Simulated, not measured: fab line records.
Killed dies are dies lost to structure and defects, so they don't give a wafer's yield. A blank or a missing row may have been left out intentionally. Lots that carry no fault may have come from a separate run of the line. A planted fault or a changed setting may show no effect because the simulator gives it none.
A single fault, viewed from 2 desks | flow gf180mcu | only its own numbers are on each desk; what lay behind them is given at the end

== AT THE TOOL OWNER'S DESK: implanter-02 ==
The tool's own readings at GF_VT_IMPLANT_IMPLANT_30: means of the sampled wafers that have a number, for each lot that ran on this tool. A lot is out of limits, marked OUT, if its mean lies more than 4 standard deviations from the usual mean; the brackets give that distance.
Columns: A = tilt deg at GF_VT_IMPLANT_IMPLANT_30, usual 6.998 degrees
lot  | first seen here | A
L968 | day 6 23:20     | 6.998
L969 | day 7 05:40     | 7.008
L971 | day 7 21:39     | 6.981
L973 | day 8 01:14     | 6.578 (-21) OUT
L974 | day 8 11:59     | 6.568 (-22) OUT
This desk finds L973, L974 out of limits, L973 being first, at day 8 01:14 (tilt deg at GF_VT_IMPLANT_IMPLANT_30). L968, L969, L971: within limits.

== THE METROLOGY DESK ==
Means of the sampled wafers that have a number, per lot and without regard to the tool the lot ran on: this is what the gauges read. A lot is out of limits, marked OUT, if its mean lies more than 4 standard deviations from the usual mean; the brackets give that distance.
Columns: A = INCOMING_BOW at GF_STI_BOW_MEAS_00, usual 0 um; B = VT_IMPLANT_01_OVL at GF_VT_IMPLANT_OVL_MEAS_18, usual 1.4 nm; C = cd nm at GF_HV_LDD_CD_MEAS_31, usual 400.1 nm
lot  | first seen here | A  | B   | C
L968 | day 1 10:01     | 6  | 0.6 | 399.0
L969 | day 1 15:02     | 1  | 2.2 | 399.3
L970 | day 1 20:01     | -1 | 2.4 | 400.2
L971 | day 2 01:00     | -3 | 1.7 | 400.4
L973 | day 2 11:01     | 1  | 2.5 | 398.2
L974 | day 2 16:01     | -6 | 0.6 | 404.6
L975 | day 2 21:00     | 1  | 2.8 | 402.7
L983 | day 4 13:00     | -3 | 1.7 | 398.6
L986 | day 5 04:02     | -2 | 0.5 | 396.4
L987 | day 5 09:02     | -3 | 1.0 | 400.6
L988 | day 5 14:00     | -0 | 1.2 | 397.9
L989 | day 5 19:02     | 2  | 0.6 | 397.9
L990 | day 6 00:00     | -7 | 1.0 | 398.7
L991 | day 6 05:00     | 1  | 1.4 | 401.1
Finding of this desk: none of the 14 lots has anything out of limits.

== BROUGHT TOGETHER ==
The tool owner's desk could have raised an alarm at day 8 01:14, on L973, L974.
At the metrology desk, nothing out of limits was observed.
The metrology desk has L973, L974 on record, within its limits.
GF_VT_IMPLANT_IMPLANT_30 was run on implanter-02 by each of the lots named.

== WHAT THE SIMULATOR HAD PUT IN ==
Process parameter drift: implanter-02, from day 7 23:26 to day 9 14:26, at GF_VT_IMPLANT_IMPLANT_30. The setting tilt deg was moved by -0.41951, starting from 7. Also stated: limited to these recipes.
Shown lots that were struck: L973, L974.
How many hours passed from the start of the fault until each desk's first out-of-limits reading: the tool owner's desk, 2.
